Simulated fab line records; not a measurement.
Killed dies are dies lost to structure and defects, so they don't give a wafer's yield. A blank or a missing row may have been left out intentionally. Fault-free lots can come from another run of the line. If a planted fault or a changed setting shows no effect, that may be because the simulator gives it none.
fab line records	flow sky130
[record] lots = 4	wafers = 12	lastDay = 50
route steps=708 shown RES_PROTECT@206 POLY_GATE@213 LDD_N@237 LDD_LDN@303 POLY_CUT@318 PAD_OPEN@708
lots that met no fault: from a run of the same line without faults
startH: the number of hours between the record's first day and the start of the first shown wafer of the lot	waitH: time in hours since the lot's previous step	" unchanged from the row above	L1.1+2: one row covering several wafers at once	- no value, or no start was given	* or withheld: withheld	< > ~ a bound
route shown NAME@n: names a module that has steps shown in the file, with the first one's number in the route	usual: mean/standard deviation of fault-free wafers	same: alike in all rows	chamber/n: place in a boat	sites: readings site by site	_std_site: the standard deviation of these	_edge_site: the outer-site mean with the inner-site mean subtracted	radiusMm: for every site, how far away it sits from the centre of the wafer	mask NAME#n: copy n	behind: the last tool/chamber to shape the wafer	hold: reason for holding the lot/hours on hold/outcome of the hold	device: the n, p or np transistor that did not switch	end of line: the same wafers' tests at the end of the route	a step with no rows: only its recipe	killed: the dies lost at the first sort to structure and to defects; this is not the yield of the wafer	map: the dies of a wafer, with x for killed, . for not killed, _ for no die there
set.NAME: the run value of the setting; set.NAME@STEP: its run value at that earlier step	model.NAME: the simulator's own value behind a step, which no gauge read
lots seen at some steps along the route; tables by step, rows by wafer
services: from which hour (startH, from the record's first day; less than 0 if before it) a tool's chamber was out of use, for how many hours, and why
[[steps]]
[step SKY_RES_PROTECT_DEHYDRATE_00]
[recipe] tempC = 200	timeS = 60
[step SKY_RES_PROTECT_HMDS_01]
[recipe] primeTimeS = 60	primeTempC = 120
[step SKY_RES_PROTECT_COAT_02]
[recipe] resist = NOVOLAK	spinRpm = 3000	resistThkNm = 1140
[step SKY_RES_PROTECT_SOFTBAKE_03]
[recipe] tempC = 90	timeS = 60	resist = NOVOLAK
[step SKY_RES_PROTECT_EXPOSE_04]
[recipe] maskId = RPM	na = 0.6	sourceShape = conventional	sigmaOuter = 0.6	polarization = unpolarized	targetCdNm = 1270	doseMj = 131
[step SKY_RES_PROTECT_PEB_05]
[recipe] tempC = withheld	timeS = *	resist = NOVOLAK
[step SKY_RES_PROTECT_DEVELOP_06]
[recipe] resist = NOVOLAK	developer = TMAH	developTimeS = 60	devTempC = 23
[step SKY_POLY_GATE_IMPLANT_02]
[recipe] species = P	energyKev = 30	doseCm2 = 7.7e+15	tiltDeg = 0
[step SKY_RES_PROTECT_STRIP_07]
[recipe] chemistry = O2/N2	powerW = 1400	pressureMtorr = 1500	platenTempC = withheld	o2FlowSccm = 3000	n2FlowSccm = 300	overashFraction = 0.5
[step SKY_RES_PROTECT_CLEAN_09]
[recipe] chemistry = SC1/SC2	mix = 1:4:20	tempC = 70	timeS = 150	dry = n2Spin
[step SKY_POLY_GATE_CVD_03]
[recipe] material = Si3N4	precursor = DCS/NH3	targetThkNm = 75	tempC = 770	timeS = 1290	pressureMtorr = 250
[usual] pressureMtorr = 250.0/0.51	spikeTcLowerC = 771.0/1.1	spikeTcTopC = 784.7/2.2
lot.wafer	tool	chamber	startH	waitH	pressureMtorr	spikeTcLowerC	spikeTcTopC	model.Si3N4_of_POLY_GATE_CVD_03.thkNm
L281.1	lpcvd-02	1	412.68	0.1	250.1	769.8	785.8	73.92
L281.2	"	1	"	"	250.2	772.5	785.4	73.64
L281.6	"	1	"	"	249.6	772.6	787.4	73.71
L287.1	lpcvd-02	1	487.30	29.4	249.8	769.1	787.5	46.13
L287.3	"	1	"	"	249.0	771.9	786.4	46.59
L287.4	"	1	"	"	249.3	770.3	785.9	46.26
L289.1	lpcvd-02	1	487.30	6.0	250.5	769.7	787.1	46.48
L289.3	"	1	"	"	250.7	771.0	788.6	45.94
L289.5	"	1	"	"	249.8	771.6	787.5	46.3
L296.1	lpcvd-02	1	553.97	3.2	249.6	771.2	786.3	75.15
L296.2	"	1	"	"	249.5	769.1	788.3	75.22
L296.3	"	1	"	"	250.3	770.0	786.7	75.3
[step SKY_POLY_GATE_THK_MEAS_04]
[recipe] reads = Si3N4_of_POLY_GATE_CVD_03
[usual] POLY_GATE_CVD_03_THK = 74.8/0.71
lot.wafer	tool	chamber	startH	waitH	POLY_GATE_CVD_03_THK[nm]
L281.1	filmMetro-01	-	414.04	0.0	73.9
L281.2	"	-	"	"	73.6
L281.6	"	-	"	"	73.7
L287.1	filmMetro-01	-	488.66	0.0	46.1
L287.3	"	-	"	"	46.6
L287.4	"	-	"	"	46.2
L289.1	filmMetro-03	-	488.66	0.0	46.5
L289.3	"	-	"	"	45.9
L289.5	"	-	"	"	46.4
L296.1	filmMetro-02	-	555.32	0.0	75.1
L296.2	"	-	"	"	75.2
L296.3	"	-	"	"	75.4
[step SKY_POLY_GATE_DEHYDRATE_05]
[recipe] tempC = 200	timeS = 60
[step SKY_POLY_GATE_HMDS_06]
[recipe] primeTimeS = 60	primeTempC = 120
[step SKY_POLY_GATE_COAT_07]
[recipe] resist = BARC	tempC = withheld	timeS = withheld	spinRpm = 3000	resistThkNm = 110
[step SKY_POLY_GATE_COAT_08]
[recipe] resist = KrF-thick	spinRpm = 3000	resistThkNm = 450
[step SKY_POLY_GATE_SOFTBAKE_09]
[recipe] tempC = 100	timeS = 88.84	resist = KrF-thick
[step SKY_POLY_GATE_EXPOSE_10]
[recipe] maskId = P1M	na = 0.68	sourceShape = conventional	sigmaOuter = 0.6	targetCdNm = 150	doseMj = 28
[step SKY_POLY_GATE_PEB_11]
[recipe] pebTempC = withheld	pebTimeS = withheld	resist = KrF-thick
[step SKY_POLY_GATE_DEVELOP_12]
[recipe] developTimeS = 60	resist = KrF-thick	devTempC = 21
[step SKY_POLY_GATE_ETCH_15]
[recipe] chemistry = N2/H2	target = BARC	ionEnergyEv = 200	sourceW = 500	biasW = 100	pressureMtorr = 30	n2FlowSccm = 100	h2FlowSccm = 200	stopOn = SiO2	timeS = 118.5	targetDepthA = 1100
[step SKY_POLY_GATE_ETCH_16]
[recipe] stopOn = poly-Si	chemistry = CH3F/O2	target = Si3N4	sourceW = 400	biasW = 80	pressureMtorr = 25	ch3fFlowSccm = 40	O2_flow_sccm = 30	timeS = 147.5	targetDepthA = 750
[usual] ch3fFlowSccm = 40.00/0.11	drypumpMotorCurrentA = 5.8/0.4	oesProductAu = 0.639/0.0051	throttleValvePct = 10.535/0.0086
lot.wafer	tool	chamber	startH	waitH	ch3fFlowSccm	drypumpMotorCurrentA	oesProductAu	rfHoursCounterH	throttleValvePct	model.etch.depthNm
L281.1	rieDiel-01	1	444.73	0.0	39.75	5.9	0.633	17	10.538	73.92
L281.2	"	0	"	"	40.07	6.4	0.636	4	10.532	73.64
L281.6	"	3	"	"	40.04	5.0	0.643	-	10.548	73.71
L289.1	rieDiel-03	0	517.62	0.0	40.10	5.7	0.534	2	10.512	46.48
L289.3	"	2	"	"	39.96	6.5	0.531	62	10.526	45.94
L289.5	"	2	"	"	40.09	6.5	0.541	-	10.519	46.3
L287.1	rieDiel-02	3	518.42	0.0	39.97	6.1	0.537	13	10.528	46.13
L287.3	"	2	"	"	40.00	5.7	0.537	15	10.524	46.59
L287.4	"	1	"	"	40.04	5.7	0.541	5	10.520	46.26
L296.1	rieDiel-03	2	584.88	0.0	39.79	6.5	0.641	64	10.532	75.15
L296.2	"	0	"	"	39.91	5.7	0.640	4	10.543	75.22
L296.3	"	1	"	"	39.87	5.8	0.640	2	10.534	75.3
[step SKY_POLY_GATE_ETCH_17]
[recipe] targetDepthNm = 180	stopOn = SiO2	overEtchFrac = 0.56667	chemistry = HBr/Cl2	target = poly-Si	icpW = 400	biasW = 100	pressureMtorr = 10	HBr_flow_sccm = 150	Cl2_flow_sccm = 50	timeS = 70.5
[step SKY_POLY_GATE_STRIP_18]
[recipe] chemistry = O2/N2	powerW = 1400	pressureMtorr = 1500	platenTempC = withheld	o2FlowSccm = 3000	n2FlowSccm = 300	overashFraction = 0.5
[step SKY_POLY_GATE_CLEAN_19]
[recipe] chemistry = SC1/SC2	mix = 1:4:20	tempC = 70	timeS = 150	dry = n2Spin
[step SKY_POLY_GATE_OXIDATION_20]
[recipe] tempC = 850	ambient = O2	stabiliseS = 600	purgeS = 300	targetThkA = 40	oxTimeS = 899
[step SKY_LDD_N_DEHYDRATE_00]
[recipe] tempC = 200	timeS = 60
[step SKY_LDD_N_HMDS_01]
[recipe] primeTimeS = 60	primeTempC = 120
[step SKY_LDD_N_COAT_02]
[recipe] resist = NOVOLAK	spinRpm = 3000	resistThkNm = 300
[step SKY_LDD_N_SOFTBAKE_03]
[recipe] tempC = 90	timeS = 60	resist = NOVOLAK
[step SKY_LDD_N_EXPOSE_04]
[recipe] maskId = NTM	targetCdNm = 840	na = 0.6	sourceShape = conventional	sigmaOuter = 0.6	doseMj = 110
[step SKY_LDD_N_PEB_05]
[recipe] tempC = withheld	timeS = *	resist = NOVOLAK
[step SKY_LDD_N_DEVELOP_06]
[recipe] developTimeS = 60	devTempC = 23
[step SKY_LDD_N_IMPLANT_08]
[recipe] species = As	energyKev = 20	doseCm2 = 7.5e+13	tiltDeg = withheld	rotationDeg = 23
[step SKY_LDD_N_IMPLANT_09]
[recipe] species = As	energyKev = 20	doseCm2 = 7.5e+13	tiltDeg = withheld	rotationDeg = 113
[step SKY_LDD_LDN_CLEAN_14]
[recipe] chemistry = SC1/SC2	mix = 1:4:20	tempC = 70	timeS = 150	dry = n2Spin
lot.wafer	tool	chamber	startH	waitH	model.Si3N4_of_POLY_GATE_CVD_03.thkNm
L281.1	wetBench-04	2	608.43	0.1	73.78
L281.2	"	2	"	"	73.51
L281.6	"	2	"	"	73.58
L289.1	wetBench-04	2	669.73	0.1	46.34
L289.3	"	2	"	"	45.8
L289.5	"	2	"	"	46.16
L287.1	wetBench-02	0	670.03	0.1	45.99
L287.3	"	0	"	"	46.45
L287.4	"	0	"	"	46.12
L296.1	wetBench-03	0	731.89	0.1	75.01
L296.2	"	0	"	"	75.08
L296.3	"	0	"	"	75.17
[step SKY_POLY_CUT_ETCH_11]
[recipe] target = Si3N4	chemistry = CF4/CH2F2/Ar	stopOn = poly-Si	sourceW = 600	biasW = 150	pressureMtorr = 40	cf4FlowSccm = 40	ch2f2FlowSccm = 20	Ar_flow_sccm = 150	timeS = 42.5	targetDepthA = 600
[usual] drypumpMotorCurrentA = 5.7/0.36	oesProductAu = 0.828/0.0064	throttleValvePct = 14.993/0.0087
lot.wafer	tool	chamber	startH	waitH	drypumpMotorCurrentA	oesProductAu	rfHoursCounterH	throttleValvePct	model.etch.depthNm	model.POLY_CUT.featureDepthNm
L281.1	rieDiel-04	2	638.51	0.0	5.5	0.826	0	14.998	61.22	61.22
L281.2	"	3	"	"	5.4	0.828	13	14.980	61.18	61.18
L281.6	"	3	"	"	5.4	0.826	-	14.982	61.07	61.07
L289.1	rieDiel-02	0	699.18	0.0	6.0	0.654	19	14.982	38.49	38.49
L289.3	"	3	"	"	6.2	0.657	16	14.979	37.94	37.94
L289.5	"	0	"	"	6.0	0.659	-	14.983	38.22	38.22
L287.1	rieDiel-04	3	700.21	0.0	5.4	0.653	14	14.975	37.91	37.91
L287.3	"	1	"	"	5.5	0.650	3	14.989	38.43	38.43
L287.4	"	2	"	"	5.5	0.650	1	14.963	38.09	38.09
L296.1	rieDiel-04	0	762.30	0.0	6.2	0.829	16	15.009	62	62
L296.2	"	3	"	"	5.5	0.821	15	14.983	61.93	61.93
L296.3	"	2	"	"	5.5	0.831	3	14.989	62.11	62.11
[step SKY_PAD_OPEN_PROBE_99]
[usual] killed_at_M0_to_M3 = 43/6.9	killed_at_M4_up = 3.1/1.9	killedAtContacts = 24/5.4	killedAtFrontEnd = 14/4.3	killedAtOther = 0.3/0.53	killedDies = 84/9.5	killedOpen = 46/6.8	killedShort = 38/6
[same] grossDies = 492	killedAtBackSide = 0
lot.wafer	tool	chamber	startH	waitH	killed_at_M0_to_M3	killed_at_M4_up	killedAtContacts	killedAtFrontEnd	killedAtOther	killedDies	killedOpen	killedShort	model.etest.capLiToPoly.cAfUm2
L281.1	prober-02	-	1124.90	0.1	37	9	27	13	0	86	46	40	99.62
L281.2	prober-02	-	1124.95	0.1	52	4	21	8	0	85	52	32	96.88
L281.6	prober-02	-	1125.15	0.2	50	1	32	10	0	93	51	41	102.3
L289.1	prober-02	-	1168.81	0.1	33	5	25	14	0	77	36	41	95.6
L289.3	prober-02	-	1168.91	0.2	40	3	23	12	0	78	50	28	94.92
L289.5	prober-02	-	1169.01	0.2	42	1	26	6	0	75	50	25	100.5
L287.1	prober-01	-	1171.72	0.1	46	3	25	10	0	84	46	38	94.26
L287.3	prober-01	-	1171.82	0.2	44	3	20	21	0	88	42	46	95.02
L287.4	prober-01	-	1171.87	0.2	49	4	29	18	2	102	55	47	94.35
L296.1	prober-02	-	1211.25	0.1	44	3	19	12	1	79	41	37	100.1
L296.2	prober-02	-	1211.30	0.1	53	5	15	13	0	86	46	40	97.68
L296.3	prober-02	-	1211.35	0.2	40	2	26	9	0	77	45	32	98.18
// killed by level:class
L281.1 LI_CONTACT:geometricParticle:open=9 VIA1:geometricParticle:open=9 CONTACT:geometricParticle:open=8 METAL1:geometricParticle:short=5 METAL2:geometricParticle:short=5 VIA3:geometricParticle:open=5 METAL4:geometricParticle:short=5 LI_CONTACT:geometricParticle:short=4
L281.2 VIA1:geometricParticle:open=14 CONTACT:geometricParticle:open=11 VIA3:geometricParticle:open=8 VIA1:geometricParticle:short=6 METAL2:geometricParticle:short=6 LI_CONTACT:geometricParticle:open=5 METAL3:geometricParticle:short=5 METAL1:geometricParticle:short=4
L281.6 CONTACT:geometricParticle:open=16 METAL2:geometricParticle:short=11 VIA1:geometricParticle:open=8 LI_CONTACT:geometricParticle:open=6 VIA2:geometricParticle:open=6 LOCAL_INTERCONNECT:geometricParticle:short=5 VIA3:geometricParticle:open=5 METAL1:geometricParticle:short=4
L289.1 CONTACT:geometricParticle:open=9 LI_CONTACT:geometricParticle:open=7 POLY_GATE:geometricParticle:short=6 VIA1:geometricParticle:open=6 VIA2:geometricParticle:short=6 METAL1:geometricParticle:short=5 VIA2:geometricParticle:open=5 LOCAL_INTERCONNECT:geometricParticle:short=4
L289.3 VIA1:geometricParticle:open=14 CONTACT:geometricParticle:open=10 FIELD_ISO:geometricParticle:open=7 VIA2:geometricParticle:open=6 LI_CONTACT:geometricParticle:short=5 LI_CONTACT:geometricParticle:open=4 VIA3:geometricParticle:open=4 FIELD_ISO:geometricParticle:short=3
L289.5 VIA1:geometricParticle:open=16 LI_CONTACT:geometricParticle:open=8 CONTACT:geometricParticle:open=8 VIA3:geometricParticle:open=6 VIA2:geometricParticle:open=6 CONTACT:geometricParticle:short=4 LI_CONTACT:geometricParticle:short=3 METAL1:geometricParticle:short=3
L287.1 VIA1:geometricParticle:open=13 CONTACT:geometricParticle:short=9 METAL2:geometricParticle:short=7 VIA3:geometricParticle:open=7 CONTACT:geometricParticle:open=6 VIA1:geometricParticle:short=6 LI_CONTACT:geometricParticle:open=5 METAL1:geometricParticle:short=5
L287.3 VIA1:geometricParticle:open=8 LI_CONTACT:geometricParticle:open=7 VIA3:geometricParticle:open=7 FIELD_ISO:geometricParticle:short=6 VIA2:geometricParticle:short=6 POLY_GATE:geometricParticle:open=5 POLY_GATE:geometricParticle:short=5 CONTACT:geometricParticle:short=5
L287.4 VIA1:geometricParticle:open=12 VIA2:geometricParticle:open=9 VIA3:geometricParticle:open=9 LI_CONTACT:geometricParticle:open=8 CONTACT:geometricParticle:open=7 FIELD_ISO:geometricParticle:short=6 POLY_GATE:geometricParticle:short=6 METAL2:geometricParticle:short=6
L296.1 VIA1:geometricParticle:open=11 VIA3:geometricParticle:open=9 CONTACT:geometricParticle:open=6 VIA2:geometricParticle:open=6 CONTACT:geometricParticle:short=5 FIELD_ISO:geometricParticle:short=4 POLY_GATE:geometricParticle:short=4 VIA3:geometricParticle:short=4
L296.2 VIA3:geometricParticle:open=13 VIA2:geometricParticle:open=9 VIA1:geometricParticle:open=8 METAL1:geometricParticle:short=6 METAL2:geometricParticle:short=5 CONTACT:geometricParticle:open=5 VIA3:geometricParticle:short=5 METAL4:geometricParticle:short=5
L296.3 LI_CONTACT:geometricParticle:open=9 VIA2:geometricParticle:open=8 VIA1:geometricParticle:open=8 CONTACT:geometricParticle:open=6 METAL2:geometricParticle:short=6 VIA3:geometricParticle:open=5 CONTACT:geometricParticle:short=5 METAL1:geometricParticle:short=4
[[services]]
tool	chamber	startH	hours	kind
rieDiel-02	1	390.47	6.5	repair
rieDiel-04	-	458.20	2.6	repair
lpcvd-02	-	459.20	28.1	pm
rieDiel-04	1	460.96	2.5	repair
rieDiel-01	2	529.25	3.2	repair
rieDiel-02	-	532.94	15.6	pm
rieDiel-01	-	540.76	0.5	repair
wetBench-02	-	587.16	6.6	repair
rieDiel-04	-	590.31	0.6	repair
rieDiel-02	-	604.79	0.7	repair
rieDiel-01	-	612.19	18.2	repair
rieDiel-01	3	618.78	5.1	repair
rieDiel-04	1	631.02	8.9	repair
rieDiel-01	0	633.16	21.4	repair
rieDiel-02	2	633.54	2.4	repair
wetBench-03	-	641.06	4.4	pm
rieDiel-02	-	678.25	14.6	pm
lpcvd-02	-	690.09	1.2	repair
rieDiel-02	2	696.46	4.6	repair
rieDiel-02	1	700.66	4.5	repair
rieDiel-02	-	702.75	14.8	repair
lpcvd-02	-	730.68	0.3	repair
rieDiel-03	2	745.08	2.1	repair
rieDiel-03	0	761.49	1.3	repair
[[key]]
[firstSign] step = SKY_POLY_GATE_THK_MEAS_04	reading = POLY_GATE_CVD_03_THK	direction = down	sigmas = 40	usual = 74.8	struck = 46.3
[effect] step = SKY_POLY_GATE_ETCH_16	reading = oesProductAu	direction = down	sigmas = 20	usual = 0.639	struck = 0.537
[effect] step = SKY_POLY_CUT_ETCH_11	reading = oesProductAu	direction = down	sigmas = 27	usual = 0.828	struck = 0.654
[modelEffect] step = SKY_POLY_GATE_CVD_03	value = Si3N4_of_POLY_GATE_CVD_03.thkNm	without = 75.24	struck = 46.28
[modelEffect] step = SKY_POLY_GATE_ETCH_16	value = etch.depthNm	without = 75.24	struck = 46.28
[modelEffect] step = SKY_LDD_LDN_CLEAN_14	value = Si3N4_of_POLY_GATE_CVD_03.thkNm	without = 75.11	struck = 46.14
[modelEffect] step = SKY_POLY_CUT_ETCH_11	value = etch.depthNm	without = 62.15	struck = 38.18
[modelEffect] step = SKY_PAD_OPEN_PROBE_99	value = etest.capLiToPoly.cAfUm2	without = 99.6	struck = 95.78
metAt SKY_POLY_GATE_CVD_03
struckWafers L287.1,L287.3,L287.4,L289.1,L289.3,L289.5
testerLeftOut L287,L289
onsetBetween 412.68 487.30
[fault] kind = processParameterDrift	tool = lpcvd-02	chamber = 1	onsetH = 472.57	steps = SKY_POLY_GATE_CVD_03	channel = targetThkNm	offset = -28.964	shape = step	endH = 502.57	actsIn = theseRecipesOnly	stated = 75
// testerLeftOut: of these lots the tester's yield and bins aren't shown, on N5 and GAA mostly nor the transistor test; their killed dies are dies lost to structure and defects alone, not to doping, threshold or leakage, so they don't give the yield
